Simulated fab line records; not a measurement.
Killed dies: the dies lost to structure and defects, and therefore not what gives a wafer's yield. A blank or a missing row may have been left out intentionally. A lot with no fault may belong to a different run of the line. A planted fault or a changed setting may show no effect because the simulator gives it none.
fab line records :: flow sky130 :: part 2 of 2: steps 24 to 33 of 33
[record]
  lots = 5
  wafers = 15
  last_day = 50
route steps=708 shown SONOS_ONO@183 GATE_OXIDE@187 POLY_GATE@204 RES_PROTECT@206
lots that met no fault: from a run of the same line without faults
start_h: the number of hours between the record's first day and the start of the first shown wafer of the lot :: wait_h: time in hours since the lot's previous step :: " same as the row above :: L1.1+2: one row covering several wafers at once :: - value missing, or start not given :: * or withheld: withheld :: < > ~ a bound
route shown NAME@n: a module of which the file shows steps, and the number in the route of the first :: usual: mean and standard deviation over wafers with no fault :: same: alike in all rows :: chamber/n: place in a boat :: sites: each site's reading :: _std_site: standard deviation across them :: _edge_site: outer sites' mean less inner sites' :: radius_mm: how far each site lies from the wafer's centre :: mask NAME#n: copy n :: behind: the most recent tool/chamber to have shaped the wafer :: hold: cause of the lot's hold/its duration in hours/its outcome :: device: names the non-switching transistor (n, p or np) :: end of line: at the end of the route, the tests of the same wafers :: step lacking rows: just its recipe :: killed: count of dies lost to structure and defects at first sort (not the wafer's yield) :: map: a wafer's dies, x killed, . not, _ none there
set.NAME: the run value of the setting; set.NAME@STEP: its run value at that earlier step :: model.NAME: the simulator's own value behind a step, which no gauge read
certain route steps with their lots: each step a table, each wafer a row
services: a tool's chamber out of use, with start hour (start_h, from the record's first day; less than 0 if before it), hours out, and reason
[[steps]]
[step SKY_RES_PROTECT_DEHYDRATE_00]
[recipe]
  temp_c = 200
  time_s = 60
[usual]
  exhaust_pa = 45.2/0.93
  plate_temp_C = 199.96/0.15
[same]
  time_s = 60
lot.wafer: L086.1
tool: litho_track-01
chamber: 0
start_h: 429.27
wait_h: 13.6
exhaust_pa: 46.2
plate_temp_C: 199.71

lot.wafer: L086.4
tool: litho_track-01
chamber: 0
start_h: 429.27
wait_h: 13.6
exhaust_pa: 45.9
plate_temp_C: 199.94

lot.wafer: L086.6
tool: litho_track-01
chamber: 0
start_h: 429.27
wait_h: 13.6
exhaust_pa: 45.9
plate_temp_C: 199.89

lot.wafer: L088.2
tool: litho_track-01
chamber: 0
start_h: 450.24
wait_h: 15.1
exhaust_pa: 44.5
plate_temp_C: 200.04

lot.wafer: L088.5
tool: litho_track-01
chamber: 0
start_h: 450.24
wait_h: 15.1
exhaust_pa: 44.2
plate_temp_C: 199.89

lot.wafer: L088.6
tool: litho_track-01
chamber: 0
start_h: 450.24
wait_h: 15.1
exhaust_pa: 46.0
plate_temp_C: 199.90

lot.wafer: L089.1
tool: litho_track-03
chamber: 0
start_h: 456.91
wait_h: 15.9
exhaust_pa: 43.7
plate_temp_C: 200.04

lot.wafer: L089.3
tool: litho_track-03
chamber: 0
start_h: 456.91
wait_h: 15.9
exhaust_pa: 44.7
plate_temp_C: 199.97

lot.wafer: L089.6
tool: litho_track-03
chamber: 0
start_h: 456.91
wait_h: 15.9
exhaust_pa: 44.6
plate_temp_C: 199.96

lot.wafer: L094.3
tool: litho_track-01
chamber: 0
start_h: 490.07
wait_h: 15.0
exhaust_pa: 44.4
plate_temp_C: 199.88

lot.wafer: L094.4
tool: litho_track-01
chamber: 0
start_h: 490.07
wait_h: 15.0
exhaust_pa: 45.0
plate_temp_C: 200.02

lot.wafer: L094.6
tool: litho_track-01
chamber: 0
start_h: 490.07
wait_h: 15.0
exhaust_pa: 45.0
plate_temp_C: 199.84

lot.wafer: L096.1
tool: litho_track-02
chamber: 0
start_h: 511.53
wait_h: 14.5
exhaust_pa: 45.6
plate_temp_C: 199.99

lot.wafer: L096.2
tool: litho_track-02
chamber: 0
start_h: 511.53
wait_h: 14.5
exhaust_pa: 46.5
plate_temp_C: 199.97

lot.wafer: L096.6
tool: litho_track-02
chamber: 0
start_h: 511.53
wait_h: 14.5
exhaust_pa: 46.3
plate_temp_C: 200.35
[step SKY_RES_PROTECT_HMDS_01]
[recipe]
  prime_time_s = 60
  prime_temp_c = 120
[usual]
  exhaust_pa = 45.2/0.93
[same]
  prime_time_s = 60
lot.wafer: L086.1
tool: litho_track-01
chamber: 0
start_h: 429.42
wait_h: 0.1
exhaust_pa: 46.6

lot.wafer: L086.4
tool: litho_track-01
chamber: 0
start_h: 429.42
wait_h: 0.1
exhaust_pa: 46.3

lot.wafer: L086.6
tool: litho_track-01
chamber: 0
start_h: 429.42
wait_h: 0.1
exhaust_pa: 45.4

lot.wafer: L088.2
tool: litho_track-01
chamber: 0
start_h: 450.39
wait_h: 0.1
exhaust_pa: 46.2

lot.wafer: L088.5
tool: litho_track-01
chamber: 0
start_h: 450.39
wait_h: 0.1
exhaust_pa: 46.3

lot.wafer: L088.6
tool: litho_track-01
chamber: 0
start_h: 450.39
wait_h: 0.1
exhaust_pa: 46.0

lot.wafer: L089.1
tool: litho_track-03
chamber: 0
start_h: 457.06
wait_h: 0.1
exhaust_pa: 45.8

lot.wafer: L089.3
tool: litho_track-03
chamber: 0
start_h: 457.06
wait_h: 0.1
exhaust_pa: 43.9

lot.wafer: L089.6
tool: litho_track-03
chamber: 0
start_h: 457.06
wait_h: 0.1
exhaust_pa: 45.5

lot.wafer: L094.3
tool: litho_track-01
chamber: 0
start_h: 490.22
wait_h: 0.1
exhaust_pa: 46.3

lot.wafer: L094.4
tool: litho_track-01
chamber: 0
start_h: 490.22
wait_h: 0.1
exhaust_pa: 46.6

lot.wafer: L094.6
tool: litho_track-01
chamber: 0
start_h: 490.22
wait_h: 0.1
exhaust_pa: 46.5

lot.wafer: L096.1
tool: litho_track-02
chamber: 0
start_h: 511.68
wait_h: 0.1
exhaust_pa: 45.0

lot.wafer: L096.2
tool: litho_track-02
chamber: 0
start_h: 511.68
wait_h: 0.1
exhaust_pa: 46.4

lot.wafer: L096.6
tool: litho_track-02
chamber: 0
start_h: 511.68
wait_h: 0.1
exhaust_pa: 45.7
[step SKY_RES_PROTECT_COAT_02]
[recipe]
  resist = NOVOLAK
  spin_rpm = 3000
  resist_thk_nm = 1140
[usual]
  exhaust_pa = 45.2/1
lot.wafer: L086.1
tool: litho_track-01
chamber: 0
start_h: 429.57
wait_h: 0.1
exhaust_pa: 44.7

lot.wafer: L086.4
tool: litho_track-01
chamber: 0
start_h: 429.57
wait_h: 0.1
exhaust_pa: 45.7

lot.wafer: L086.6
tool: litho_track-01
chamber: 0
start_h: 429.57
wait_h: 0.1
exhaust_pa: 45.0

lot.wafer: L088.2
tool: litho_track-01
chamber: 0
start_h: 450.54
wait_h: 0.1
exhaust_pa: 44.7

lot.wafer: L088.5
tool: litho_track-01
chamber: 0
start_h: 450.54
wait_h: 0.1
exhaust_pa: 45.6

lot.wafer: L088.6
tool: litho_track-01
chamber: 0
start_h: 450.54
wait_h: 0.1
exhaust_pa: 46.3

lot.wafer: L089.1
tool: litho_track-03
chamber: 0
start_h: 457.21
wait_h: 0.1
exhaust_pa: 43.5

lot.wafer: L089.3
tool: litho_track-03
chamber: 0
start_h: 457.21
wait_h: 0.1
exhaust_pa: 44.8

lot.wafer: L089.6
tool: litho_track-03
chamber: 0
start_h: 457.21
wait_h: 0.1
exhaust_pa: 44.8

lot.wafer: L094.3
tool: litho_track-01
chamber: 0
start_h: 490.37
wait_h: 0.1
exhaust_pa: 44.4

lot.wafer: L094.4
tool: litho_track-01
chamber: 0
start_h: 490.37
wait_h: 0.1
exhaust_pa: 44.7

lot.wafer: L094.6
tool: litho_track-01
chamber: 0
start_h: 490.37
wait_h: 0.1
exhaust_pa: 46.0

lot.wafer: L096.1
tool: litho_track-02
chamber: 0
start_h: 511.83
wait_h: 0.1
exhaust_pa: 45.3

lot.wafer: L096.2
tool: litho_track-02
chamber: 0
start_h: 511.83
wait_h: 0.1
exhaust_pa: 45.3

lot.wafer: L096.6
tool: litho_track-02
chamber: 0
start_h: 511.83
wait_h: 0.1
exhaust_pa: 44.1
[step SKY_RES_PROTECT_SOFTBAKE_03]
[recipe]
  temp_c = 90
  time_s = 60
  resist = NOVOLAK
[usual]
  exhaust_pa = 45.2/0.8
  plate_temp_C = 90.00/0.11
[same]
  time_s = 60
lot.wafer: L086.1
tool: litho_track-01
chamber: 0
start_h: 429.72
wait_h: 0.1
exhaust_pa: 47.6
plate_temp_C: 90.07

lot.wafer: L086.4
tool: litho_track-01
chamber: 0
start_h: 429.72
wait_h: 0.1
exhaust_pa: 46.5
plate_temp_C: 89.93

lot.wafer: L086.6
tool: litho_track-01
chamber: 0
start_h: 429.72
wait_h: 0.1
exhaust_pa: 44.8
plate_temp_C: 89.96

lot.wafer: L088.2
tool: litho_track-01
chamber: 0
start_h: 450.69
wait_h: 0.1
exhaust_pa: 44.3
plate_temp_C: 90.24

lot.wafer: L088.5
tool: litho_track-01
chamber: 0
start_h: 450.69
wait_h: 0.1
exhaust_pa: 45.2
plate_temp_C: 89.88

lot.wafer: L088.6
tool: litho_track-01
chamber: 0
start_h: 450.69
wait_h: 0.1
exhaust_pa: 45.2
plate_temp_C: 90.06

lot.wafer: L089.1
tool: litho_track-03
chamber: 0
start_h: 457.36
wait_h: 0.1
exhaust_pa: 43.8
plate_temp_C: 90.07

lot.wafer: L089.3
tool: litho_track-03
chamber: 0
start_h: 457.36
wait_h: 0.1
exhaust_pa: 45.3
plate_temp_C: 89.96

lot.wafer: L089.6
tool: litho_track-03
chamber: 0
start_h: 457.36
wait_h: 0.1
exhaust_pa: 46.1
plate_temp_C: 90.02

lot.wafer: L094.3
tool: litho_track-01
chamber: 0
start_h: 490.52
wait_h: 0.1
exhaust_pa: 45.0
plate_temp_C: 89.89

lot.wafer: L094.4
tool: litho_track-01
chamber: 0
start_h: 490.52
wait_h: 0.1
exhaust_pa: 44.6
plate_temp_C: 89.86

lot.wafer: L094.6
tool: litho_track-01
chamber: 0
start_h: 490.52
wait_h: 0.1
exhaust_pa: 46.7
plate_temp_C: 90.05

lot.wafer: L096.1
tool: litho_track-02
chamber: 0
start_h: 511.98
wait_h: 0.1
exhaust_pa: 45.5
plate_temp_C: 89.98

lot.wafer: L096.2
tool: litho_track-02
chamber: 0
start_h: 511.98
wait_h: 0.1
exhaust_pa: 45.3
plate_temp_C: 90.03

lot.wafer: L096.6
tool: litho_track-02
chamber: 0
start_h: 511.98
wait_h: 0.1
exhaust_pa: 45.1
plate_temp_C: 90.03
[step SKY_RES_PROTECT_EXPOSE_04]
[recipe]
  mask_id = RPM
  na = 0.6
  source_shape = conventional
  sigma_outer = 0.6
  polarization = unpolarized
  target_cd_nm = 1270
  dose_mj = 131
[usual]
  exposure_dose_mJ_cm2 = 131.01/0.13
lot.wafer: L086.1
tool: iline_stepper-02
chamber: 0
start_h: -
wait_h: -
mask: RPM#0
exposure_dose_mJ_cm2: 130.87

lot.wafer: L086.4
tool: iline_stepper-02
chamber: 0
start_h: -
wait_h: -
mask: RPM#0
exposure_dose_mJ_cm2: 130.93

lot.wafer: L086.6
tool: iline_stepper-02
chamber: 0
start_h: -
wait_h: -
mask: RPM#0
exposure_dose_mJ_cm2: 131.14

lot.wafer: L088.2
tool: iline_stepper-02
chamber: 0
start_h: -
wait_h: -
mask: RPM#0
exposure_dose_mJ_cm2: 131.11

lot.wafer: L088.5
tool: iline_stepper-02
chamber: 0
start_h: -
wait_h: -
mask: RPM#0
exposure_dose_mJ_cm2: 131.20

lot.wafer: L088.6
tool: iline_stepper-02
chamber: 0
start_h: -
wait_h: -
mask: RPM#0
exposure_dose_mJ_cm2: 131.21

lot.wafer: L089.1
tool: iline_stepper-02
chamber: 0
start_h: -
wait_h: -
mask: RPM#0
exposure_dose_mJ_cm2: 131.22

lot.wafer: L089.3
tool: iline_stepper-02
chamber: 0
start_h: -
wait_h: -
mask: RPM#0
exposure_dose_mJ_cm2: 131.08

lot.wafer: L089.6
tool: iline_stepper-02
chamber: 0
start_h: -
wait_h: -
mask: RPM#0
exposure_dose_mJ_cm2: 131.06

lot.wafer: L094.3
tool: iline_stepper-01
chamber: 0
start_h: -
wait_h: -
mask: RPM#0
exposure_dose_mJ_cm2: 130.91

lot.wafer: L094.4
tool: iline_stepper-01
chamber: 0
start_h: -
wait_h: -
mask: RPM#0
exposure_dose_mJ_cm2: 130.99

lot.wafer: L094.6
tool: iline_stepper-01
chamber: 0
start_h: -
wait_h: -
mask: RPM#0
exposure_dose_mJ_cm2: 130.78

lot.wafer: L096.1
tool: iline_stepper-02
chamber: 0
start_h: -
wait_h: -
mask: RPM#0
exposure_dose_mJ_cm2: 131.03

lot.wafer: L096.2
tool: iline_stepper-02
chamber: 0
start_h: -
wait_h: -
mask: RPM#0
exposure_dose_mJ_cm2: 131.04

lot.wafer: L096.6
tool: iline_stepper-02
chamber: 0
start_h: -
wait_h: -
mask: RPM#0
exposure_dose_mJ_cm2: 130.92
[step SKY_RES_PROTECT_PEB_05]
[recipe]
  temp_c = withheld
  time_s = *
  resist = NOVOLAK
[usual]
  exhaust_pa = 45.0/0.85
[same]
  time_s = *
lot.wafer: L086.1
tool: litho_track-03
chamber: 0
start_h: -
wait_h: -
exhaust_pa: 45.0

lot.wafer: L086.4
tool: litho_track-03
chamber: 0
start_h: -
wait_h: -
exhaust_pa: 46.0

lot.wafer: L086.6
tool: litho_track-03
chamber: 0
start_h: -
wait_h: -
exhaust_pa: 45.8

lot.wafer: L088.2
tool: litho_track-02
chamber: 0
start_h: -
wait_h: -
exhaust_pa: 44.6

lot.wafer: L088.5
tool: litho_track-02
chamber: 0
start_h: -
wait_h: -
exhaust_pa: 44.7

lot.wafer: L088.6
tool: litho_track-02
chamber: 0
start_h: -
wait_h: -
exhaust_pa: 44.0

lot.wafer: L089.1
tool: litho_track-03
chamber: 0
start_h: -
wait_h: -
exhaust_pa: 44.9

lot.wafer: L089.3
tool: litho_track-03
chamber: 0
start_h: -
wait_h: -
exhaust_pa: 45.3

lot.wafer: L089.6
tool: litho_track-03
chamber: 0
start_h: -
wait_h: -
exhaust_pa: 45.9

lot.wafer: L094.3
tool: litho_track-01
chamber: 0
start_h: -
wait_h: -
exhaust_pa: 44.5

lot.wafer: L094.4
tool: litho_track-01
chamber: 0
start_h: -
wait_h: -
exhaust_pa: 43.6

lot.wafer: L094.6
tool: litho_track-01
chamber: 0
start_h: -
wait_h: -
exhaust_pa: 44.7

lot.wafer: L096.1
tool: litho_track-03
chamber: 0
start_h: -
wait_h: -
exhaust_pa: 44.0

lot.wafer: L096.2
tool: litho_track-03
chamber: 0
start_h: -
wait_h: -
exhaust_pa: 44.5

lot.wafer: L096.6
tool: litho_track-03
chamber: 0
start_h: -
wait_h: -
exhaust_pa: 44.9
[step SKY_RES_PROTECT_DEVELOP_06]
[recipe]
  resist = NOVOLAK
  developer = TMAH
  develop_time_s = 60
  dev_temp_c = 23
[usual]
  exhaust_pa = 44.9/0.98
lot.wafer: L086.1
tool: litho_track-03
chamber: 0
start_h: 445.51
wait_h: 0.1
exhaust_pa: 45.9

lot.wafer: L086.4
tool: litho_track-03
chamber: 0
start_h: 445.51
wait_h: 0.1
exhaust_pa: 44.8

lot.wafer: L086.6
tool: litho_track-03
chamber: 0
start_h: 445.51
wait_h: 0.1
exhaust_pa: 46.0

lot.wafer: L088.2
tool: litho_track-02
chamber: 0
start_h: 465.66
wait_h: 0.1
exhaust_pa: 45.0

lot.wafer: L088.5
tool: litho_track-02
chamber: 0
start_h: 465.66
wait_h: 0.1
exhaust_pa: 45.3

lot.wafer: L088.6
tool: litho_track-02
chamber: 0
start_h: 465.66
wait_h: 0.1
exhaust_pa: 44.4

lot.wafer: L089.1
tool: litho_track-03
chamber: 0
start_h: 471.51
wait_h: 0.1
exhaust_pa: 45.0

lot.wafer: L089.3
tool: litho_track-03
chamber: 0
start_h: 471.51
wait_h: 0.1
exhaust_pa: 43.9

lot.wafer: L089.6
tool: litho_track-03
chamber: 0
start_h: 471.51
wait_h: 0.1
exhaust_pa: 44.9

lot.wafer: L094.3
tool: litho_track-01
chamber: 0
start_h: 505.22
wait_h: 0.1
exhaust_pa: 45.3

lot.wafer: L094.4
tool: litho_track-01
chamber: 0
start_h: 505.22
wait_h: 0.1
exhaust_pa: 45.2

lot.wafer: L094.6
tool: litho_track-01
chamber: 0
start_h: 505.22
wait_h: 0.1
exhaust_pa: 44.5

lot.wafer: L096.1
tool: litho_track-03
chamber: 0
start_h: 527.26
wait_h: 0.1
exhaust_pa: 44.7

lot.wafer: L096.2
tool: litho_track-03
chamber: 0
start_h: 527.26
wait_h: 0.1
exhaust_pa: 45.3

lot.wafer: L096.6
tool: litho_track-03
chamber: 0
start_h: 527.26
wait_h: 0.1
exhaust_pa: 45.1
[step SKY_POLY_GATE_IMPLANT_02]
[recipe]
  species = P
  energy_kev = 30
  dose_cm2 = 7.7e+15
  tilt_deg = 0
lot.wafer: L086.1+4+6
tool: implanter-02
chamber: 0
start_h: 445.66
wait_h: 0.1

lot.wafer: L088.2+5+6
tool: implanter-02
chamber: 0
start_h: 465.81
wait_h: 0.1

lot.wafer: L089.1+3+6
tool: implanter-01
chamber: 0
start_h: 471.66
wait_h: 0.1

lot.wafer: L094.3+4+6
tool: implanter-02
chamber: 0
start_h: 505.37
wait_h: 0.1

lot.wafer: L096.1+2+6
tool: implanter-02
chamber: 0
start_h: 527.41
wait_h: 0.1
[step SKY_RES_PROTECT_STRIP_07]
[recipe]
  chemistry = O2/N2
  power_w = 1400
  pressure_mtorr = 1500
  platen_temp_c = withheld
  o2_flow_sccm = 3000
  n2_flow_sccm = 300
  overash_fraction = 0.5
[usual]
  drypump_motor_current_A = 5.7/0.39
  oes_product_au = 0.517/0.0045
  strip_time_to_endpoint_s = 23.27/0.042
lot.wafer: L086.1
tool: plasma_asher-03
chamber: 0
start_h: 445.81
wait_h: 0.1
drypump_motor_current_A: 6.0
oes_product_au: 0.517
rf_hours_counter_h: 1
strip_time_to_endpoint_s: 23.26

lot.wafer: L086.4
tool: plasma_asher-03
chamber: 1
start_h: 445.81
wait_h: 0.1
drypump_motor_current_A: 5.7
oes_product_au: 0.519
rf_hours_counter_h: -
strip_time_to_endpoint_s: 23.30

lot.wafer: L086.6
tool: plasma_asher-03
chamber: 0
start_h: 445.81
wait_h: 0.1
drypump_motor_current_A: 6.0
oes_product_au: 0.516
rf_hours_counter_h: -
strip_time_to_endpoint_s: 23.28

lot.wafer: L088.2
tool: plasma_asher-03
chamber: 1
start_h: 465.93
wait_h: 0.1
drypump_motor_current_A: 5.7
oes_product_au: 0.524
rf_hours_counter_h: 3
strip_time_to_endpoint_s: 23.25

lot.wafer: L088.5
tool: plasma_asher-03
chamber: 1
start_h: 465.93
wait_h: 0.1
drypump_motor_current_A: 5.6
oes_product_au: 0.522
rf_hours_counter_h: -
strip_time_to_endpoint_s: 23.32

lot.wafer: L088.6
tool: plasma_asher-03
chamber: 0
start_h: 465.93
wait_h: 0.1
drypump_motor_current_A: 6.0
oes_product_au: 0.512
rf_hours_counter_h: -
strip_time_to_endpoint_s: 23.27

lot.wafer: L089.1
tool: plasma_asher-02
chamber: 0
start_h: 471.81
wait_h: 0.1
drypump_motor_current_A: 6.0
oes_product_au: 0.517
rf_hours_counter_h: 64
strip_time_to_endpoint_s: 23.17

lot.wafer: L089.3
tool: plasma_asher-02
chamber: 0
start_h: 471.81
wait_h: 0.1
drypump_motor_current_A: 6.0
oes_product_au: 0.523
rf_hours_counter_h: -
strip_time_to_endpoint_s: 23.22

lot.wafer: L089.6
tool: plasma_asher-02
chamber: 1
start_h: 471.81
wait_h: 0.1
drypump_motor_current_A: 5.6
oes_product_au: 0.523
rf_hours_counter_h: -
strip_time_to_endpoint_s: 23.20

lot.wafer: L094.3
tool: plasma_asher-03
chamber: 1
start_h: 505.50
wait_h: 0.1
drypump_motor_current_A: 5.6
oes_product_au: 0.523
rf_hours_counter_h: -
strip_time_to_endpoint_s: 23.20

lot.wafer: L094.4
tool: plasma_asher-03
chamber: 0
start_h: 505.50
wait_h: 0.1
drypump_motor_current_A: 6.0
oes_product_au: 0.523
rf_hours_counter_h: -
strip_time_to_endpoint_s: 23.23

lot.wafer: L094.6
tool: plasma_asher-03
chamber: 0
start_h: 505.50
wait_h: 0.1
drypump_motor_current_A: 6.0
oes_product_au: 0.511
rf_hours_counter_h: -
strip_time_to_endpoint_s: 23.23

lot.wafer: L096.1
tool: plasma_asher-02
chamber: 0
start_h: 527.56
wait_h: 0.1
drypump_motor_current_A: 6.0
oes_product_au: 0.519
rf_hours_counter_h: 69
strip_time_to_endpoint_s: 23.26

lot.wafer: L096.2
tool: plasma_asher-02
chamber: 1
start_h: 527.56
wait_h: 0.1
drypump_motor_current_A: 5.6
oes_product_au: 0.514
rf_hours_counter_h: 69
strip_time_to_endpoint_s: 23.28

lot.wafer: L096.6
tool: plasma_asher-02
chamber: 0
start_h: 527.56
wait_h: 0.1
drypump_motor_current_A: 6.0
oes_product_au: 0.514
rf_hours_counter_h: -
strip_time_to_endpoint_s: 23.32
[step SKY_RES_PROTECT_TW_MEAS_08]
[usual]
  POLY_GATE_TW = 4045/22
lot.wafer: L086.1
tool: film_metro-03
chamber: -
start_h: 445.91
wait_h: 0.1
POLY_GATE_TW: 4023

lot.wafer: L086.4
tool: film_metro-03
chamber: -
start_h: 445.91
wait_h: 0.1
POLY_GATE_TW: 4044

lot.wafer: L086.6
tool: film_metro-03
chamber: -
start_h: 445.91
wait_h: 0.1
POLY_GATE_TW: 4024

lot.wafer: L088.2
tool: film_metro-02
chamber: -
start_h: 466.04
wait_h: 0.1
POLY_GATE_TW: 4038

lot.wafer: L088.5
tool: film_metro-02
chamber: -
start_h: 466.04
wait_h: 0.1
POLY_GATE_TW: 4029

lot.wafer: L088.6
tool: film_metro-02
chamber: -
start_h: 466.04
wait_h: 0.1
POLY_GATE_TW: 4035

lot.wafer: L089.1
tool: film_metro-02
chamber: -
start_h: 471.91
wait_h: 0.1
POLY_GATE_TW: 4033

lot.wafer: L089.3
tool: film_metro-02
chamber: -
start_h: 471.91
wait_h: 0.1
POLY_GATE_TW: 4063

lot.wafer: L089.6
tool: film_metro-02
chamber: -
start_h: 471.91
wait_h: 0.1
POLY_GATE_TW: 4044

lot.wafer: L094.3
tool: film_metro-01
chamber: -
start_h: 505.59
wait_h: 0.1
POLY_GATE_TW: 4081

lot.wafer: L094.4
tool: film_metro-01
chamber: -
start_h: 505.59
wait_h: 0.1
POLY_GATE_TW: 4053

lot.wafer: L094.6
tool: film_metro-01
chamber: -
start_h: 505.59
wait_h: 0.1
POLY_GATE_TW: 4077

lot.wafer: L096.1
tool: film_metro-02
chamber: -
start_h: 527.66
wait_h: 0.1
POLY_GATE_TW: 4035

lot.wafer: L096.2
tool: film_metro-02
chamber: -
start_h: 527.66
wait_h: 0.1
POLY_GATE_TW: 4030

lot.wafer: L096.6
tool: film_metro-02
chamber: -
start_h: 527.66
wait_h: 0.1
POLY_GATE_TW: 4027
[[services]]
tool: iline_stepper-02
chamber: -
start_h: 354.91
hours: 1.7
kind: pm

tool: plasma_asher-03
chamber: -
start_h: 357.16
hours: 0.6
kind: repair

tool: rie_diel-04
chamber: -
start_h: 367.42
hours: 1.1
kind: repair

tool: implanter-02
chamber: -
start_h: 376.86
hours: 2.0
kind: pm

tool: furnace-01
chamber: -
start_h: 384.00
hours: 2.4
kind: pm

tool: furnace-02
chamber: -
start_h: 387.55
hours: 4.4
kind: pm

tool: rie_diel-04
chamber: 0
start_h: 394.53
hours: 5.5
kind: repair

tool: implanter-02
chamber: -
start_h: 403.15
hours: 2.8
kind: repair

tool: furnace-02
chamber: -
start_h: 404.30
hours: 8.6
kind: pm

tool: implanter-02
chamber: -
start_h: 404.96
hours: 1.2
kind: repair

tool: iline_stepper-01
chamber: -
start_h: 410.13
hours: 1.7
kind: pm

tool: plasma_asher-02
chamber: -
start_h: 419.14
hours: 0.8
kind: repair

tool: plasma_asher-01
chamber: -
start_h: 420.99
hours: 1.3
kind: repair

tool: plasma_asher-03
chamber: -
start_h: 421.25
hours: 9.0
kind: pm

tool: rie_diel-04
chamber: 1
start_h: 424.37
hours: 3.4
kind: repair

tool: rie_diel-04
chamber: 1
start_h: 433.87
hours: 4.6
kind: repair

tool: rie_diel-04
chamber: 2
start_h: 434.32
hours: 3.5
kind: repair

tool: furnace-01
chamber: -
start_h: 442.49
hours: 1.2
kind: repair

tool: wet_bench-01
chamber: -
start_h: 466.93
hours: 5.2
kind: repair

tool: lpcvd-01
chamber: -
start_h: 488.14
hours: 1.9
kind: repair

tool: plasma_asher-01
chamber: -
start_h: 488.50
hours: 1.9
kind: repair

tool: rie_diel-04
chamber: -
start_h: 515.70
hours: 2.8
kind: pm

tool: furnace-02
chamber: -
start_h: 516.00
hours: 2.7
kind: pm

tool: rie_diel-04
chamber: 2
start_h: 527.51
hours: 5.9
kind: repair
